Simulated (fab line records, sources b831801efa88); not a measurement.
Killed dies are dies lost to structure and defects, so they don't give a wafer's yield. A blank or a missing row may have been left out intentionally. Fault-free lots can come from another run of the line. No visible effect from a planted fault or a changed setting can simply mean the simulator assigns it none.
Matching of chambers :: flow gf180mcu :: 4 sister chambers for GF_V3_CMP_04 on cmp-02
The step polishes SiO2. 14 wafers are shown with their chamber, then 7 later ones without.

EACH WAFER AND ITS CHAMBER
wafer: L076.3
chamber: 0
motor-current-A (A): 13.3
time-to-endpoint-s (s): 78
head-pressure-psi (psi): 3.995

wafer: L076.5
chamber: 1
motor-current-A (A): 11.8
time-to-endpoint-s (s): 82
head-pressure-psi (psi): 3.992

wafer: L076.6
chamber: 2
motor-current-A (A): 10.7
time-to-endpoint-s (s): 80
head-pressure-psi (psi): 4.000

wafer: L079.2
chamber: 1
motor-current-A (A): 11.4
time-to-endpoint-s (s): 80
head-pressure-psi (psi): 3.993

wafer: L079.3
chamber: 2
motor-current-A (A): 10.9
time-to-endpoint-s (s): 86
head-pressure-psi (psi): 4.012

wafer: L079.6
chamber: 0
motor-current-A (A): 12.8
time-to-endpoint-s (s): 83
head-pressure-psi (psi): 3.994

wafer: L085.4
chamber: 0
motor-current-A (A): 12.2
time-to-endpoint-s (s): 84
head-pressure-psi (psi): 4.003

wafer: L085.5
chamber: 3
motor-current-A (A): 10.6
time-to-endpoint-s (s): 91
head-pressure-psi (psi): 3.983

wafer: L085.6
chamber: 2
motor-current-A (A): 11.0
time-to-endpoint-s (s): 86
head-pressure-psi (psi): 4.001

wafer: L086.1
chamber: 3
motor-current-A (A): 11.4
time-to-endpoint-s (s): 84
head-pressure-psi (psi): 3.989

wafer: L086.3
chamber: 1
motor-current-A (A): 12.0
time-to-endpoint-s (s): 83
head-pressure-psi (psi): 4.000

wafer: L086.4
chamber: 0
motor-current-A (A): 13.0
time-to-endpoint-s (s): 83
head-pressure-psi (psi): 4.003

wafer: L087.1
chamber: 3
motor-current-A (A): 11.4
time-to-endpoint-s (s): 87
head-pressure-psi (psi): 3.998

wafer: L087.3
chamber: 2
motor-current-A (A): 10.3
time-to-endpoint-s (s): 85
head-pressure-psi (psi): 3.984

SIGNATURES (averages over the wafers above)
reading: motor-current-A
chamber 0: 12.825
chamber 1: 11.733
chamber 2: 10.725
chamber 3: 11.133
scatter within a chamber: 0.393

reading: time-to-endpoint-s
chamber 0: 82.00
chamber 1: 81.67
chamber 2: 84.25
chamber 3: 87.33
scatter within a chamber: 2.76

reading: head-pressure-psi
chamber 0: 3.99875
chamber 1: 3.99500
chamber 2: 3.99925
chamber 3: 3.99000
scatter within a chamber: 0.0079
Rule: a wafer's distance from a chamber is the root of the sum, over the readings, of the square of ((its reading less the chamber's mean) divided by the reading's scatter). The wafer belongs to the nearest chamber; if the next one is less than 2 further off, it can't be placed. The scatter: the root of (the sum of the squares of (reading less its chamber's mean) over the shown wafers, divided by (wafers less chambers)).

WAFERS WITHOUT THEIR CHAMBER
wafer: L087.6
motor-current-A (A): 12.1
time-to-endpoint-s (s): 88
head-pressure-psi (psi): 4.000

wafer: L093.2
motor-current-A (A): 11.6
time-to-endpoint-s (s): 83
head-pressure-psi (psi): 4.004

wafer: L093.5
motor-current-A (A): 11.7
time-to-endpoint-s (s): 87
head-pressure-psi (psi): 4.004

wafer: L093.6
motor-current-A (A): 11.9
time-to-endpoint-s (s): 84
head-pressure-psi (psi): 4.000

wafer: L097.2
motor-current-A (A): 10.9
time-to-endpoint-s (s): 81
head-pressure-psi (psi): 4.008

wafer: L097.3
motor-current-A (A): 10.5
time-to-endpoint-s (s): 80
head-pressure-psi (psi): 4.007

wafer: L097.6
motor-current-A (A): 10.4
time-to-endpoint-s (s): 83
head-pressure-psi (psi): 4.007

THE CHAMBER EACH PASSED THROUGH
wafer: L087.6
from the rows above: can't be placed: 1 or 3 or 0 or 2
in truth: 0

wafer: L093.2
from the rows above: can't be placed: 1 or 2 or 3 or 0
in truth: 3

wafer: L093.5
from the rows above: can't be placed: 1 or 3 or 2 or 0
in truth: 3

wafer: L093.6
from the rows above: can't be placed: 1 or 0 or 3 or 2
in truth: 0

wafer: L097.2
from the rows above: can't be placed: 2 or 1 or 3
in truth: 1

wafer: L097.3
from the rows above: can't be placed: 2 or 1 or 3
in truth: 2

wafer: L097.6
from the rows above: can't be placed: 2 or 3
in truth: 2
Placed correctly: 0 of 7. Cannot be placed on the basis of these rows: 7; the candidates contain the true chamber in 7. 0 placed wrongly.
